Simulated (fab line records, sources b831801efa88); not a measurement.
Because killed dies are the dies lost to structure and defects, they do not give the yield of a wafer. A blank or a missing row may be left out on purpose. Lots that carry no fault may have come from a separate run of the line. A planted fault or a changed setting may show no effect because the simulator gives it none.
fab line records + flow sky130
record
- lots=6
- wafers=18
- last-day=50
route steps=708 shown VIA4@653 METAL5@661 PAD_OPEN@708
lots untouched by any fault: they come from a run of this same line in which no faults occurred
start-h: hours from the record's first day to the start of the lot's first wafer shown + wait-h: hours since the lot's step before + " unchanged from the row above + L1.1+2: one row covering several wafers at once + - value missing, or start not given + * or withheld: withheld + < > ~ a bound
route shown NAME@n: names a module that has steps shown in the file, with the first one's number in the route + usual: mean/standard deviation of fault-free wafers + same: alike in all rows + chamber/n: place in a boat + sites: per-site readings + _std_site: their standard deviation + _edge_site: inner sites' mean taken away from outer sites' mean + radius-mm: for every site, how far away it sits from the centre of the wafer + mask NAME#n: copy n + behind: the last tool/chamber to shape the wafer + hold: why the lot went on hold/how many hours it stayed there/how the hold came to an end + device: names the non-switching transistor (n, p or np) + end of line: the same wafers' tests at the end of the route + a step with no rows: only its recipe + killed: dies that structure and defects cost at the first sort, which is not the same as the wafer's yield + map: per-die view of a wafer (x killed, . not killed, _ where there is no die)
set.NAME: the setting the step ran with; set.NAME@STEP: the setting that earlier step ran with + model.NAME: the simulator's own value behind a step, which no gauge read
lots seen at some steps along the route; tables by step, rows by wafer
services: the hour from which a tool's chamber was out of use, counted from the record's first day as start-h (under 0 if before that day), plus the number of hours and why
## steps
# step SKY_VIA4_STRIP_14
# recipe
- chemistry=post-etch-residue-remover
- time-s=1200
- temp-c=72.5
# step SKY_VIA4_CLEAN_15
# recipe
- chemistry=IPA
- time-s=180
- temp-c=25
# step SKY_VIA4_CLEAN_16
# recipe
- chemistry=O3/DIW
- dry=n2-spin
# step SKY_VIA4_SPUTTER_17
# recipe
- material=TiN
- target-thk-nm=20
- chamber-pressure-pa=5
- power-w=4000
- time-s=80
# step SKY_VIA4_CVD_18
# recipe
- material=W
- target-thk-nm=505
- time-s=152.14
- temp-c=400
- pressure-torr=40
# usual
- heater-power-w=932/120
- susceptor-temp-C=399.99/0.23
| lot.wafer | tool     | chamber | start-h | wait-h | heater-power-w | susceptor-temp-C |
|-----------|----------|---------|---------|--------|----------------|------------------|
| L832.2    | cvd-w-02 | 0       | 1035.16 | 0.0    | 1023           | 399.88           |
| L832.4    | "        | 0       | "       | "      | 1000           | 400.14           |
| L832.6    | "        | 0       | "       | "      | 980            | 399.98           |
| L835.1    | cvd-w-01 | 0       | 1057.81 | 0.0    | 1093           | 400.23           |
| L835.2    | "        | 1       | "       | "      | 894            | 400.24           |
| L835.4    | "        | 0       | "       | "      | 1086           | 400.01           |
| L842.2    | cvd-w-01 | 0       | 1100.63 | 0.0    | 1083           | 400.08           |
| L842.5    | "        | 0       | "       | "      | 1086           | 400.18           |
| L842.6    | "        | 1       | "       | "      | 884            | 399.89           |
| L844.2    | cvd-w-01 | 0       | 1108.09 | 0.0    | 1085           | 400.28           |
| L844.3    | "        | 0       | "       | "      | 1074           | 399.63           |
| L844.6    | "        | 1       | "       | "      | 900            | 399.70           |
| L847.2    | cvd-w-02 | 0       | 1131.58 | 0.0    | 983            | 399.98           |
| L847.4    | "        | 1       | "       | "      | 786            | 400.09           |
| L847.6    | "        | 0       | "       | "      | 976            | 399.53           |
| L849.1    | cvd-w-01 | 0       | 1137.30 | 0.0    | 1099           | 400.24           |
| L849.4    | "        | 0       | "       | "      | 1105           | 400.12           |
| L849.6    | "        | 1       | "       | "      | 907            | 400.03           |
# step SKY_VIA4_RS_MEAS_19
# recipe
- thk-meas-gauge=four-point-probe
- reads=W_of_VIA4_CVD_18+TiN_of_VIA4_SPUTTER_17
# usual
- VIA4_W_RS=0.2265/0.0028
| lot.wafer | tool          | chamber | start-h | wait-h | VIA4_W_RS[ohm/sq] |
|-----------|---------------|---------|---------|--------|-------------------|
| L832.2    | film-metro-03 | -       | 1035.33 | 0.1    | 0.2240            |
| L832.4    | "             | -       | "       | "      | 0.2262            |
| L832.6    | "             | -       | "       | "      | 0.2223            |
| L835.1    | film-metro-01 | -       | 1057.96 | 0.1    | 0.2308            |
| L835.2    | "             | -       | "       | "      | 0.2273            |
| L835.4    | "             | -       | "       | "      | 0.2306            |
| L842.2    | film-metro-01 | -       | 1100.80 | 0.1    | 0.2286            |
| L842.5    | "             | -       | "       | "      | 0.2319            |
| L842.6    | "             | -       | "       | "      | 0.2317            |
| L844.2    | film-metro-01 | -       | 1108.26 | 0.1    | 0.2302            |
| L844.3    | "             | -       | "       | "      | 0.2306            |
| L844.6    | "             | -       | "       | "      | 0.2293            |
| L847.2    | film-metro-01 | -       | 1131.75 | 0.1    | 0.2247            |
| L847.4    | "             | -       | "       | "      | 0.2240            |
| L847.6    | "             | -       | "       | "      | 0.2272            |
| L849.1    | film-metro-01 | -       | 1137.45 | 0.1    | 0.2296            |
| L849.4    | "             | -       | "       | "      | 0.2276            |
| L849.6    | "             | -       | "       | "      | 0.2266            |
# step SKY_VIA4_THK_MEAS_20
# recipe
- thk-meas-gauge=xrf
- reads=W_of_VIA4_CVD_18
# usual
- VIA4_W_THK=484/7
| lot.wafer | tool          | chamber | start-h | wait-h | VIA4_W_THK[nm] |
|-----------|---------------|---------|---------|--------|----------------|
| L832.2    | film-metro-03 | -       | 1035.44 | 0.1    | 488            |
| L832.4    | "             | -       | "       | "      | 485            |
| L832.6    | "             | -       | "       | "      | 492            |
| L835.1    | film-metro-01 | -       | 1058.08 | 0.1    | 481            |
| L835.2    | "             | -       | "       | "      | 482            |
| L835.4    | "             | -       | "       | "      | 477            |
| L842.2    | film-metro-01 | -       | 1100.91 | 0.1    | 485            |
| L842.5    | "             | -       | "       | "      | 479            |
| L842.6    | "             | -       | "       | "      | 478            |
| L844.2    | film-metro-01 | -       | 1108.37 | 0.1    | 482            |
| L844.3    | "             | -       | "       | "      | 481            |
| L844.6    | "             | -       | "       | "      | 482            |
| L847.2    | film-metro-01 | -       | 1131.86 | 0.1    | 490            |
| L847.4    | "             | -       | "       | "      | 493            |
| L847.6    | "             | -       | "       | "      | 484            |
| L849.1    | film-metro-01 | -       | 1137.57 | 0.1    | 479            |
| L849.4    | "             | -       | "       | "      | 481            |
| L849.6    | "             | -       | "       | "      | 483            |
# step SKY_VIA4_CMP_21
# recipe
- stop-on=SiO2
- t-overpolish-s=25
- down-force-psi=3.5
- platen-rpm=60
- target-thk-nm=0
- pad-velocity-m-s=0.94248
# usual
- motor-current-A=10.8/1
- overpolish-run-s=25.002/0.0085
- time-to-endpoint-s=123/3.4
| lot.wafer | tool   | chamber | start-h | wait-h | motor-current-A | overpolish-run-s | time-to-endpoint-s |
|-----------|--------|---------|---------|--------|-----------------|------------------|--------------------|
| L832.2    | cmp-01 | 1       | 1035.59 | 0.1    | 10.3            | 24.995           | 128                |
| L832.4    | "      | 2       | "       | "      | 10.6            | 24.997           | 127                |
| L832.6    | "      | 3       | "       | "      | 10.7            | 24.985           | 126                |
| L835.2    | cmp-01 | 1       | 1058.14 | 0.0    | 10.0            | 25.004           | 127                |
| L835.1    | "      | 2       | "       | "      | 10.8            | 24.998           | 121                |
| L835.4    | "      | 3       | "       | "      | 11.0            | 24.997           | 118                |
| L842.2    | cmp-02 | 2       | 1101.01 | 0.1    | 13.0            | 25.001           | 128                |
| L842.5    | "      | 1       | "       | "      | 11.4            | 24.990           | 117                |
| L842.6    | "      | 2       | "       | "      | 12.8            | 25.015           | 124                |
| L844.3    | cmp-01 | 2       | 1108.42 | 0.0    | 10.7            | 24.993           | 120                |
| L844.2    | "      | 1       | "       | "      | 10.4            | 25.000           | 121                |
| L844.6    | "      | 3       | "       | "      | 11.0            | 25.006           | 119                |
| L847.2    | cmp-01 | 2       | 1131.96 | 0.1    | 11.1            | 25.025           | 125                |
| L847.4    | "      | 0       | "       | "      | 9.4             | 24.993           | 129                |
| L847.6    | "      | 1       | "       | "      | 10.3            | 25.003           | 125                |
| L849.4    | cmp-02 | 0       | 1137.63 | 0.0    | 11.4            | 25.014           | 125                |
| L849.1    | "      | 2       | "       | "      | 12.5            | 24.998           | 119                |
| L849.6    | "      | 0       | "       | "      | 11.5            | 25.002           | 124                |
# step SKY_METAL5_SPUTTER_00
# recipe
- material=Ti
- target-thk-nm=15
- power-w=3000
- time-s=10
- chamber-pressure-pa=0.4
# step SKY_METAL5_SPUTTER_01
# recipe
- material=TiN
- target-thk-nm=20
- power-w=6500
- time-s=16.7
- chamber-pressure-pa=0.4
# usual
- throttle-valve-pct=29.4/1.3
| lot.wafer | tool           | chamber | start-h | wait-h | throttle-valve-pct |
|-----------|----------------|---------|---------|--------|--------------------|
| L832.2    | pvd-sputter-02 | -       | 1035.82 | 0.0    | 31.0               |
| L832.4    | "              | -       | "       | "      | 26.8               |
| L832.6    | "              | -       | "       | "      | 28.6               |
| L835.1    | pvd-sputter-03 | -       | 1058.47 | 0.0    | 31.3               |
| L835.2    | "              | -       | "       | "      | 29.0               |
| L835.4    | "              | -       | "       | "      | 30.0               |
| L842.2    | pvd-sputter-02 | -       | 1101.28 | 0.0    | 31.0               |
| L842.5    | "              | -       | "       | "      | 30.6               |
| L842.6    | "              | -       | "       | "      | 28.6               |
| L844.2    | pvd-sputter-02 | -       | 1108.74 | 0.0    | 27.0               |
| L844.3    | "              | -       | "       | "      | 30.8               |
| L844.6    | "              | -       | "       | "      | 28.3               |
| L847.2    | pvd-sputter-03 | -       | 1132.23 | 0.0    | 31.5               |
| L847.4    | "              | -       | "       | "      | 29.8               |
| L847.6    | "              | -       | "       | "      | 28.8               |
| L849.1    | pvd-sputter-03 | -       | 1138.01 | 0.0    | 29.0               |
| L849.4    | "              | -       | "       | "      | 29.1               |
| L849.6    | "              | -       | "       | "      | 28.8               |
# step SKY_METAL5_SPUTTER_02
# recipe
- material=AlCu
- target-thk-nm=1150
- power-w=10600
- time-s=61.2
- chamber-pressure-pa=0.4
# step SKY_METAL5_SPUTTER_03
# recipe
- material=Ti
- target-thk-nm=5
- power-w=3000
- time-s=3.3
- chamber-pressure-pa=0.4
# step SKY_METAL5_SPUTTER_04
# recipe
- material=TiN
- target-thk-nm=70
- power-w=6500
- time-s=58.3
- chamber-pressure-pa=0.4
# usual
- throttle-valve-pct=29.4/1.3
| lot.wafer | tool           | chamber | start-h | wait-h | throttle-valve-pct | model.TiN_of_METAL5_SPUTTER_04.thk-nm |
|-----------|----------------|---------|---------|--------|--------------------|---------------------------------------|
| L832.2    | pvd-sputter-02 | -       | 1035.91 | 0.0    | 30.7               | 69.98                                 |
| L832.4    | "              | -       | "       | "      | 27.0               | 70.53                                 |
| L832.6    | "              | -       | "       | "      | 28.4               | 70.03                                 |
| L835.1    | pvd-sputter-03 | -       | 1058.56 | 0.0    | 31.2               | 69.99                                 |
| L835.2    | "              | -       | "       | "      | 29.1               | 69.7                                  |
| L835.4    | "              | -       | "       | "      | 29.7               | 70.84                                 |
| L842.2    | pvd-sputter-02 | -       | 1101.38 | 0.0    | 30.7               | 69.88                                 |
| L842.5    | "              | -       | "       | "      | 30.7               | 70.6                                  |
| L842.6    | "              | -       | "       | "      | 28.4               | 93.01                                 |
| L844.2    | pvd-sputter-02 | -       | 1108.83 | 0.0    | 26.9               | 71.26                                 |
| L844.3    | "              | -       | "       | "      | 30.8               | 70.48                                 |
| L844.6    | "              | -       | "       | "      | 28.7               | 93.33                                 |
| L847.2    | pvd-sputter-03 | -       | 1132.33 | 0.0    | 31.4               | 69.82                                 |
| L847.4    | "              | -       | "       | "      | 29.7               | 71.05                                 |
| L847.6    | "              | -       | "       | "      | 28.6               | 70.65                                 |
| L849.1    | pvd-sputter-03 | -       | 1138.11 | 0.0    | 28.9               | 71.04                                 |
| L849.4    | "              | -       | "       | "      | 29.0               | 70.13                                 |
| L849.6    | "              | -       | "       | "      | 28.9               | 70.7                                  |
# step SKY_METAL5_RS_MEAS_05
# recipe
- thk-meas-gauge=four-point-probe
- reads=TiN_of_METAL5_SPUTTER_04+Ti_of_METAL5_SPUTTER_03+AlCu_of_METAL5_SPUTTER_02+TiN_of_METAL5_SPUTTER_01+Ti_of_METAL5_SPUTTER_00
# usual
- METAL5_ALCU_RS=0.0271/0.0003
| lot.wafer | tool          | chamber | start-h | wait-h | METAL5_ALCU_RS[ohm/sq] |
|-----------|---------------|---------|---------|--------|------------------------|
| L832.2    | film-metro-01 | -       | 1035.98 | 0.0    | 0.02746                |
| L832.4    | "             | -       | "       | "      | 0.02725                |
| L832.6    | "             | -       | "       | "      | 0.0274                 |
| L835.1    | film-metro-01 | -       | 1058.61 | 0.0    | 0.02718                |
| L835.2    | "             | -       | "       | "      | 0.02706                |
| L835.4    | "             | -       | "       | "      | 0.02698                |
| L842.2    | film-metro-01 | -       | 1101.45 | 0.0    | 0.02682                |
| L842.5    | "             | -       | "       | "      | 0.02689                |
| L842.6    | "             | -       | "       | "      | 0.02716                |
| L844.2    | film-metro-02 | -       | 1108.90 | 0.0    | 0.02701                |
| L844.3    | "             | -       | "       | "      | 0.02713                |
| L844.6    | "             | -       | "       | "      | 0.02747                |
| L847.2    | film-metro-02 | -       | 1132.40 | 0.0    | 0.02687                |
| L847.4    | "             | -       | "       | "      | 0.02721                |
| L847.6    | "             | -       | "       | "      | 0.0272                 |
| L849.1    | film-metro-02 | -       | 1138.16 | 0.0    | 0.02724                |
| L849.4    | "             | -       | "       | "      | 0.02674                |
| L849.6    | "             | -       | "       | "      | 0.02729                |
# step SKY_METAL5_THK_MEAS_06
# recipe
- thk-meas-gauge=xrf
- reads=AlCu_of_METAL5_SPUTTER_02
# usual
- METAL5_ALCU_THK=1138/13
| lot.wafer | tool          | chamber | start-h | wait-h | METAL5_ALCU_THK[nm] |
|-----------|---------------|---------|---------|--------|---------------------|
| L832.2    | film-metro-01 | -       | 1036.09 | 0.1    | 1118                |
| L832.4    | "             | -       | "       | "      | 1133                |
| L832.6    | "             | -       | "       | "      | 1125                |
| L835.1    | film-metro-01 | -       | 1058.73 | 0.1    | 1140                |
| L835.2    | "             | -       | "       | "      | 1149                |
| L835.4    | "             | -       | "       | "      | 1144                |
| L842.2    | film-metro-01 | -       | 1101.56 | 0.1    | 1150                |
| L842.5    | "             | -       | "       | "      | 1152                |
| L842.6    | "             | -       | "       | "      | 1083                |
| L844.2    | film-metro-02 | -       | 1109.01 | 0.1    | 1132                |
| L844.3    | "             | -       | "       | "      | 1130                |
| L844.6    | "             | -       | "       | "      | 1054                |
| L847.2    | film-metro-02 | -       | 1132.51 | 0.1    | 1140                |
| L847.4    | "             | -       | "       | "      | 1126                |
| L847.6    | "             | -       | "       | "      | 1124                |
| L849.1    | film-metro-02 | -       | 1138.28 | 0.1    | 1121                |
| L849.4    | "             | -       | "       | "      | 1152                |
| L849.6    | "             | -       | "       | "      | 1127                |
# step SKY_METAL5_DEHYDRATE_07
# recipe
- temp-c=200
- time-s=60
# step SKY_METAL5_HMDS_08
# recipe
- prime-time-s=60
- prime-temp-c=120
# step SKY_METAL5_COAT_09
# recipe
- resist=NOVOLAK
- spin-rpm=3000
- resist-thk-nm=1800
# step SKY_METAL5_SOFTBAKE_10
# recipe
- temp-c=90
- time-s=60
- resist=NOVOLAK
# step SKY_METAL5_EXPOSE_11
# recipe
- mask-id=MM5
- na=0.6
- source-shape=conventional
- sigma-outer=0.6
- polarization=unpolarized
- target-cd-nm=1600
- dose-mj=190
# step SKY_METAL5_PEB_12
# recipe
- temp-c=withheld
- time-s=*
- resist=NOVOLAK
# step SKY_METAL5_DEVELOP_13
# recipe
- resist=NOVOLAK
- developer=TMAH
- develop-time-s=60
- dev-temp-c=23
# step SKY_METAL5_DESCUM_14
# recipe
- chemistry=O2
- source-power-w=150
- bias-power-w=0
- pressure-mtorr=10
- temp-c=40
- time-s=11
# usual
- drypump-motor-current-A=5.7/0.51
- oes-product-au=1.000/0.012
| lot.wafer | tool         | chamber | start-h | wait-h | drypump-motor-current-A | oes-product-au | rf-hours-counter-h |
|-----------|--------------|---------|---------|--------|-------------------------|----------------|--------------------|
| L832.2    | rie-metal-04 | 1       | 1056.88 | 0.1    | 5.0                     | 0.991          | 5                  |
| L832.4    | "            | 1       | "       | "      | 5.0                     | 0.998          | -                  |
| L832.6    | "            | 0       | "       | "      | 5.5                     | 1.000          | -                  |
| L835.1    | rie-metal-02 | 1       | 1080.05 | 0.1    | 6.2                     | 0.996          | 22                 |
| L835.2    | "            | 0       | "       | "      | 5.7                     | 1.010          | 20                 |
| L835.4    | "            | 1       | "       | "      | 6.2                     | 0.991          | -                  |
| L842.2    | rie-metal-02 | 1       | 1120.61 | 0.1    | 6.2                     | 0.989          | -                  |
| L842.5    | "            | 1       | "       | "      | 6.2                     | 0.988          | -                  |
| L842.6    | "            | 1       | "       | "      | 6.2                     | 0.980          | -                  |
| L844.2    | rie-metal-03 | 0       | 1128.05 | 0.1    | 6.4                     | 1.017          | 14                 |
| L844.3    | "            | 0       | "       | "      | 6.4                     | 1.003          | -                  |
| L844.6    | "            | 0       | "       | "      | 6.4                     | 1.018          | -                  |
| L847.2    | rie-metal-04 | 1       | 1149.99 | 0.1    | 5.0                     | 0.993          | -                  |
| L847.4    | "            | 1       | "       | "      | 5.0                     | 0.999          | -                  |
| L847.6    | "            | 1       | "       | "      | 5.0                     | 1.002          | -                  |
| L849.1    | rie-metal-04 | 1       | 1155.02 | 0.1    | 5.0                     | 0.986          | 15                 |
| L849.4    | "            | 1       | "       | "      | 5.0                     | 0.989          | -                  |
| L849.6    | "            | 1       | "       | "      | 5.0                     | 0.980          | -                  |
# step SKY_METAL5_METAL_ETCH_15
# recipe
- target-depth-a=12600
- stop-on=SiO2
- over-etch-frac=0.2
- time-s=252
- chemistry=Cl2/BCl3
- resist-sidewall-deg=86
- pressure-mtorr=10
- icp-w=900
- bias-w=48.5
- Cl2_flow_sccm=60
- bcl3-flow-sccm=30
# usual
- drypump-motor-current-A=5.7/0.51
- oes-product-au=0.893/0.0052
- throttle-valve-pct=22.264/0.0091
| lot.wafer | tool         | chamber | start-h | wait-h | drypump-motor-current-A | oes-product-au | rf-hours-counter-h | throttle-valve-pct |
|-----------|--------------|---------|---------|--------|-------------------------|----------------|--------------------|--------------------|
| L832.2    | rie-metal-04 | 1       | 1056.91 | 0.0    | 5.0                     | 0.902          | 5                  | 22.275             |
| L832.4    | "            | 1       | "       | "      | 5.0                     | 0.892          | -                  | 22.260             |
| L832.6    | "            | 0       | "       | "      | 5.5                     | 0.892          | -                  | 22.259             |
| L835.1    | rie-metal-02 | 1       | 1080.09 | 0.0    | 6.2                     | 0.887          | 22                 | 22.258             |
| L835.2    | "            | 0       | "       | "      | 5.7                     | 0.897          | 20                 | 22.256             |
| L835.4    | "            | 1       | "       | "      | 6.2                     | 0.890          | -                  | 22.270             |
| L842.2    | rie-metal-02 | 1       | 1120.75 | 0.1    | 6.2                     | 0.887          | -                  | 22.267             |
| L842.5    | "            | 1       | "       | "      | 6.2                     | 0.900          | -                  | 22.268             |
| L842.6    | "            | 1       | "       | "      | 6.2                     | 0.892          | -                  | 22.259             |
| L844.2    | rie-metal-03 | 0       | 1128.09 | 0.0    | 6.4                     | 0.890          | 14                 | 22.267             |
| L844.3    | "            | 0       | "       | "      | 6.4                     | 0.890          | -                  | 22.263             |
| L844.6    | "            | 0       | "       | "      | 6.4                     | 0.894          | -                  | 22.248             |
| L847.2    | rie-metal-04 | 1       | 1150.13 | 0.1    | 5.0                     | 0.884          | -                  | 22.269             |
| L847.4    | "            | 1       | "       | "      | 5.0                     | 0.900          | -                  | 22.281             |
| L847.6    | "            | 1       | "       | "      | 5.0                     | 0.888          | -                  | 22.261             |
| L849.1    | rie-metal-04 | 1       | 1155.09 | 0.1    | 5.0                     | 0.892          | 15                 | 22.264             |
| L849.4    | "            | 1       | "       | "      | 5.0                     | 0.899          | -                  | 22.248             |
| L849.6    | "            | 1       | "       | "      | 5.0                     | 0.889          | -                  | 22.254             |
# step SKY_METAL5_STRIP_16
# recipe
- chemistry=O2/N2
- power-w=1400
- pressure-mtorr=1500
- platen-temp-c=withheld
- o2-flow-sccm=3000
- n2-flow-sccm=300
- overash-fraction=0.5
# step SKY_METAL5_STRIP_17
# recipe
- chemistry=post-etch-residue-remover
- time-s=1200
- temp-c=72.5
| lot.wafer | tool         | chamber | start-h | wait-h | model.TiN_of_METAL5_SPUTTER_04.thk-nm |
|-----------|--------------|---------|---------|--------|---------------------------------------|
| L832.2    | wet-bench-04 | 1       | 1057.25 | 0.1    | 69.57                                 |
| L832.4    | "            | 1       | "       | "      | 70.11                                 |
| L832.6    | "            | 1       | "       | "      | 69.61                                 |
| L835.1    | wet-bench-03 | 1       | 1080.42 | 0.1    | 69.57                                 |
| L835.2    | "            | 1       | "       | "      | 69.28                                 |
| L835.4    | "            | 1       | "       | "      | 70.42                                 |
| L842.2    | wet-bench-01 | 3       | 1121.24 | 0.1    | 69.46                                 |
| L842.5    | "            | 3       | "       | "      | 70.17                                 |
| L842.6    | "            | 3       | "       | "      | 92.59                                 |
| L844.2    | wet-bench-01 | 3       | 1128.42 | 0.1    | 70.85                                 |
| L844.3    | "            | 3       | "       | "      | 70.07                                 |
| L844.6    | "            | 3       | "       | "      | 92.92                                 |
| L847.2    | wet-bench-04 | 1       | 1150.62 | 0.1    | 69.4                                  |
| L847.4    | "            | 1       | "       | "      | 70.63                                 |
| L847.6    | "            | 1       | "       | "      | 70.23                                 |
| L849.1    | wet-bench-04 | 0       | 1155.66 | 0.1    | 70.63                                 |
| L849.4    | "            | 0       | "       | "      | 69.72                                 |
| L849.6    | "            | 0       | "       | "      | 70.29                                 |
# step SKY_METAL5_CLEAN_18
# recipe
- chemistry=IPA
- time-s=180
- temp-c=25
# step SKY_PAD_OPEN_PROBE_99
# usual
- defect-limited-yield=82.5/1.9
- killed_at_M0_to_M3=42/7.4
- killed_at_M4_up=3.4/1.8
- killed-at-contacts=25/5.4
- killed-at-front-end=15/4.4
- killed-at-other=0.2/0.52
- killed-dies=86/9.3
- killed-open=47/7.6
- killed-short=39/6.5
- sort_bin_3_pad_short=0.9/0.46
- sort_bin_5_function=10.3/1.5
- sort_bin_6_memory=6.3/1.2
- sort-n-pass=406/9.3
- sort-yield-pct=82.5/1.9
# same
- gross-dies=492
- killed-at-back-side=0
- sort_bin_4_leakage[%]=0
- sort_bin_8_speed[%]=0
| lot.wafer | tool      | chamber | start-h | wait-h | defect-limited-yield[%] | killed_at_M0_to_M3 | killed_at_M4_up | killed-at-contacts | killed-at-front-end | killed-at-other | killed-dies | killed-open | killed-short | sort_bin_3_pad_short[%] | sort_bin_5_function[%] | sort_bin_6_memory[%] | sort-n-pass | sort-yield-pct[%] |
|-----------|-----------|---------|---------|--------|-------------------------|--------------------|-----------------|--------------------|---------------------|-----------------|-------------|-------------|--------------|-------------------------|------------------------|----------------------|-------------|-------------------|
| L832.2    | prober-02 | -       | 1101.85 | 0.1    | 81.9                    | 47                 | 0               | 27                 | 15                  | 0               | 89          | 55          | 34           | 0.4                     | 10.4                   | 7.3                  | 403         | 81.9              |
| L832.4    | prober-02 | -       | 1101.95 | 0.2    | 80.1                    | 54                 | 5               | 25                 | 14                  | 0               | 98          | 51          | 47           | 1.0                     | 10.0                   | 8.9                  | 394         | 80.1              |
| L832.6    | prober-02 | -       | 1102.05 | 0.2    | 81.3                    | 56                 | 4               | 19                 | 13                  | 0               | 92          | 47          | 45           | 1.6                     | 9.1                    | 7.9                  | 400         | 81.3              |
| L835.1    | prober-01 | -       | 1123.77 | 0.1    | 83.7                    | 34                 | 9               | 20                 | 17                  | 0               | 80          | 33          | 47           | 1.0                     | 10.2                   | 5.1                  | 412         | 83.7              |
| L835.2    | prober-01 | -       | 1123.82 | 0.1    | 84.1                    | 46                 | 2               | 21                 | 9                   | 0               | 78          | 44          | 34           | 1.2                     | 10.8                   | 3.9                  | 414         | 84.1              |
| L835.4    | prober-01 | -       | 1123.92 | 0.2    | 83.9                    | 41                 | 2               | 24                 | 12                  | 0               | 79          | 37          | 42           | 0.4                     | 9.1                    | 6.5                  | 413         | 83.9              |
| L844.2    | prober-01 | -       | 1166.54 | 0.1    | 85.2                    | 35                 | 3               | 25                 | 9                   | 1               | 73          | 45          | 28           | 1.0                     | 8.3                    | 5.5                  | 419         | 85.2              |
| L844.3    | prober-01 | -       | 1166.59 | 0.2    | 83.5                    | 45                 | 3               | 21                 | 12                  | 0               | 81          | 40          | 41           | 1.2                     | 10.6                   | 4.7                  | 411         | 83.5              |
| L844.6    | prober-01 | -       | 1166.74 | 0.2    | 81.1                    | 36                 | 5               | 35                 | 17                  | 0               | 93          | 48          | 45           | 1.2                     | 10.6                   | 7.1                  | 399         | 81.1              |
# killed by level:class
L832.2 VIA1:geometric-particle:open=15 LI_CONTACT:geometric-particle:open=8 LOCAL_INTERCONNECT:geometric-particle:short=7 CONTACT:geometric-particle:open=6 VIA3:geometric-particle:open=6 FIELD_ISO:geometric-particle:open=5 VIA1:geometric-particle:short=5 METAL1:geometric-particle:open=4
L832.4 LI_CONTACT:geometric-particle:open=11 VIA1:geometric-particle:short=9 VIA1:geometric-particle:open=9 VIA3:geometric-particle:open=7 METAL1:geometric-particle:short=7 CONTACT:geometric-particle:open=6 VIA2:geometric-particle:open=6 FIELD_ISO:geometric-particle:short=5
L832.6 METAL1:geometric-particle:short=14 VIA2:geometric-particle:open=7 METAL2:geometric-particle:short=7 VIA3:geometric-particle:open=7 LI_CONTACT:geometric-particle:open=6 VIA1:geometric-particle:open=6 FIELD_ISO:geometric-particle:open=5 CONTACT:geometric-particle:open=5
L835.1 CONTACT:geometric-particle:open=7 METAL4:geometric-particle:short=7 POLY_GATE:geometric-particle:short=5 CONTACT:geometric-particle:short=5 METAL1:geometric-particle:short=5 VIA1:geometric-particle:open=5 FIELD_ISO:geometric-particle:short=4 VIA1:geometric-particle:short=4
L835.2 VIA1:geometric-particle:short=11 CONTACT:geometric-particle:open=9 VIA2:geometric-particle:open=9 VIA1:geometric-particle:open=8 METAL1:geometric-particle:short=5 VIA3:geometric-particle:open=4 LI_CONTACT:geometric-particle:open=3 CONTACT:geometric-particle:short=3
L835.4 METAL2:geometric-particle:short=11 VIA1:geometric-particle:open=10 CONTACT:geometric-particle:open=7 CONTACT:geometric-particle:short=6 LI_CONTACT:geometric-particle:open=5 VIA2:geometric-particle:open=5 FIELD_ISO:geometric-particle:short=4 LOCAL_INTERCONNECT:geometric-particle:short=4
L844.2 CONTACT:geometric-particle:open=8 VIA1:geometric-particle:open=8 VIA3:geometric-particle:open=7 LI_CONTACT:geometric-particle:open=7 CONTACT:geometric-particle:short=5 VIA2:geometric-particle:open=5 METAL1:geometric-particle:short=3 POLY_GATE:geometric-particle:short=3
L844.3 VIA1:geometric-particle:open=13 CONTACT:geometric-particle:open=8 METAL2:geometric-particle:short=6 VIA2:geometric-particle:open=6 LOCAL_INTERCONNECT:geometric-particle:short=5 CONTACT:geometric-particle:short=5 POLY_CUT:geometric-particle:open=4 METAL1:geometric-particle:short=4
L844.6 LOCAL_INTERCONNECT:geometric-particle:short=11 CONTACT:geometric-particle:open=9 LI_CONTACT:geometric-particle:open=7 CONTACT:geometric-particle:short=7 VIA3:geometric-particle:open=7 POLY_GATE:geometric-particle:short=6 VIA1:geometric-particle:open=6 VIA2:geometric-particle:open=6
## services
| tool           | chamber | start-h | hours | kind                          |
|----------------|---------|---------|-------|-------------------------------|
| pvd-sputter-02 | -       | 1015.74 | 3.4   | repair                        |
| cmp-01         | -       | 1020.26 | 3.3   | pm                            |
| rie-metal-04   | 1       | 1025.74 | 13.0  | repair                        |
| cmp-02         | -       | 1031.30 | 1.3   | repair                        |
| pvd-sputter-03 | -       | 1042.99 | 2.7   | repair                        |
| cvd-w-02       | 1       | 1064.32 | 2.4   | repair                        |
| cvd-w-01       | -       | 1082.11 | 4.3   | pm                            |
| cmp-01         | -       | 1084.39 | 4.0   | pm                            |
| cmp-02         | -       | 1089.68 | 0.6   | repair                        |
| cvd-w-01       | 0       | 1094.13 | 3.6   | repair                        |
| pvd-sputter-02 | -       | 1095.45 | 3.9   | repair                        |
| cvd-w-01       | -       | 1096.64 | 0.9   | repair                        |
| cmp-01         | -       | 1104.84 | 0.2   | repair                        |
| rie-metal-04   | 0       | 1108.49 | 13.5  | repair                        |
| cmp-01         | -       | 1109.52 | 0.5   | repair                        |
| wet-bench-01   | -       | 1110.18 | 5.8   | repair                        |
| cvd-w-02       | 0       | 1116.73 | 3.8   | repair                        |
| rie-metal-02   | 0       | 1118.86 | 47.7  | repair                        |
| pvd-sputter-02 | -       | 1127.32 | 22.5  | repair                        |
| rie-metal-02   | 1       | 1128.55 | 37.4  | repair                        |
| rie-metal-04   | 0       | 1145.49 | -     | clean                         |
| rie-metal-04   | 0       | 1145.49 | -     | consumable-replace:focus-ring |
| rie-metal-04   | 0       | 1145.49 | 15.0  | scheduled-down                |
| cvd-w-02       | -       | 1149.83 | 0.7   | repair                        |
## key
first-sign
- step=SKY_METAL5_THK_MEAS_06
- reading=METAL5_ALCU_THK
- direction=down
- sigmas=5.2
- usual=1138
- struck=1068
effect none on later readings
model-effect
- step=SKY_METAL5_SPUTTER_04
- value=TiN_of_METAL5_SPUTTER_04.thk-nm
- without=70.22
- struck=93.17
model-effect
- step=SKY_METAL5_STRIP_17
- value=TiN_of_METAL5_SPUTTER_04.thk-nm
- without=69.8
- struck=92.75
met-at SKY_METAL5_SPUTTER_04
struck-wafers L842.6,L844.6
onset-between 1035.91 1101.38
fault
- kind=process-parameter-drift
- tool=pvd-sputter-02
- chamber=-
- onset-h=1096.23
- steps=SKY_METAL5_SPUTTER_04
- channel=target-thk-nm
- offset=22.952
- shape=step
- end-h=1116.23
- acts-in=these-recipes-only
- stated=70
- scope=struck-wafers-only
